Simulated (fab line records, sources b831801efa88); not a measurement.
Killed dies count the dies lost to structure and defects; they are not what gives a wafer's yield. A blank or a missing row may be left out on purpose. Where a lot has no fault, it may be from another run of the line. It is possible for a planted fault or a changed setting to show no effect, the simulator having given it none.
Check of tool commonality -- flow sky130 -- 12 lots, 36 wafers sampled

== REASON IT WAS OPENED ==
At SKY_NWELL_TW_MEAS_26 the reading NWELL_2_TW is flagged on 3 of 12 lots. Fault-free wafers read 496, with a standard deviation of 3.4.
Rule: a lot gets a flag if all its wafers with a number sit over 4 standard deviations from that mean, or if no wafer of it has a number. The other lots count as sound.

lot,measured,on,"NWELL_2_TW, wafer by wafer",flag
L329,day 5 08:10,film-metro-04,501 499 497,
L330,day 5 15:22,film-metro-03,497 495 494,
L331,day 5 22:56,film-metro-01,492 494 494,
L332,day 6 03:16,film-metro-03,496 494 498,
L333,day 6 07:32,film-metro-01,494 494 491,
L334,day 6 15:05,film-metro-03,495 496 495,
L336,day 7 01:31,film-metro-03,494 493 494,
L343,day 8 22:52,film-metro-04,829 832 828,FLAGGED
L344,day 9 03:12,film-metro-01,813 817 820,FLAGGED
L345,day 9 16:28,film-metro-04,830 827 829,FLAGGED
L350,day 11 06:40,film-metro-04,499 500 499,
L351,day 11 14:13,film-metro-04,497 498 499,
The numbers of the flagged lots are 825 on average: +329 against the usual, or +97 standard deviations.

== EACH LOT AND THE TOOL IT RAN ON ==
Before the reading, the record contains 2 process steps out of a 708-step route. Every cell lists first the tool, next ch and the chambers used by the sampled wafers, and last the start.
lot,flag,SKY_NWELL_STRIP_14,SKY_NWELL_IMPLANT_24
L329,,"plasma-asher-04 ch 0,1, day 4 14:48","implanter-01 ch 0, day 5 07:58"
L330,,"plasma-asher-04 ch 0,1, day 4 21:43","implanter-01 ch 0, day 5 15:10"
L331,,"plasma-asher-03 ch 0,1, day 5 04:06","implanter-04 ch 0, day 5 22:43"
L332,,"plasma-asher-02 ch 0,1, day 5 08:41","implanter-03 ch 0, day 6 03:01"
L333,,"plasma-asher-03 ch 0,1, day 5 12:31","implanter-03 ch 0, day 6 07:17"
L334,,"plasma-asher-02 ch 0, day 5 20:47","implanter-03 ch 0, day 6 14:51"
L336,,"plasma-asher-04 ch 0,1, day 6 08:05","implanter-04 ch 0, day 7 01:16"
L343,FLAGGED,"plasma-asher-02 ch 0,1, day 8 01:07","implanter-04 ch 0, day 8 22:37"
L344,FLAGGED,"plasma-asher-02 ch 0,1, day 8 05:31","implanter-04 ch 0, day 9 02:58"
L345,FLAGGED,"plasma-asher-03 ch 0,1, day 8 18:28","implanter-04 ch 0, day 9 16:13"
L350,,"plasma-asher-04 ch 0,1, day 10 08:17","implanter-01 ch 0, day 11 06:25"
L351,,"plasma-asher-03 ch 0,1, day 10 15:24","implanter-01 ch 0, day 11 13:59"
What is done by these steps:
- SKY_NWELL_STRIP_14: strips in O2/N2.
- SKY_NWELL_IMPLANT_24
- SKY_NWELL_TW_MEAS_26

== FLAGGED OVER TOTAL, TOOL BY TOOL (the gauges that took the reading come last) ==
step,tool,lots run,flagged,share of the flagged lots,sound lots run after its first flagged lot
SKY_NWELL_STRIP_14,plasma-asher-02,4,2,some,0
SKY_NWELL_STRIP_14,plasma-asher-03,4,1,some,1 (L351)
SKY_NWELL_STRIP_14,plasma-asher-04,4,0,none,-
SKY_NWELL_IMPLANT_24,implanter-01,4,0,none,-
SKY_NWELL_IMPLANT_24,implanter-03,3,0,none,-
SKY_NWELL_IMPLANT_24,implanter-04,5,3,all,0
SKY_NWELL_TW_MEAS_26,film-metro-01,3,1,some,0
SKY_NWELL_TW_MEAS_26,film-metro-03,4,0,none,-
SKY_NWELL_TW_MEAS_26,film-metro-04,5,2,some,"2 (L350,L351)"

== WHAT THE TABLE PERMITS ==
1 row of the table ran every flagged lot: implanter-04 at SKY_NWELL_IMPLANT_24.
- implanter-04 at SKY_NWELL_IMPLANT_24 ran 5 lots, 3 of them flagged. Its last sound lot is L336 (day 7 01:16), its first flagged lot L343 (day 8 22:37): a fault that began between those two fits. Its own readings (dose-ions-cm2, faraday-current-uA) fall more than 4 standard deviations out on all wafers of the flagged lots.
Left over: one tool, implanter-04 at SKY_NWELL_IMPLANT_24.

== WHAT HAD BEEN PUT IN BY THE SIMULATOR ==
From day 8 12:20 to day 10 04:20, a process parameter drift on implanter-04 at SKY_NWELL_IMPLANT_24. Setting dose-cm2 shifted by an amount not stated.
Struck lots among those shown: L343, L344, L345. The rule above reached the same finding.
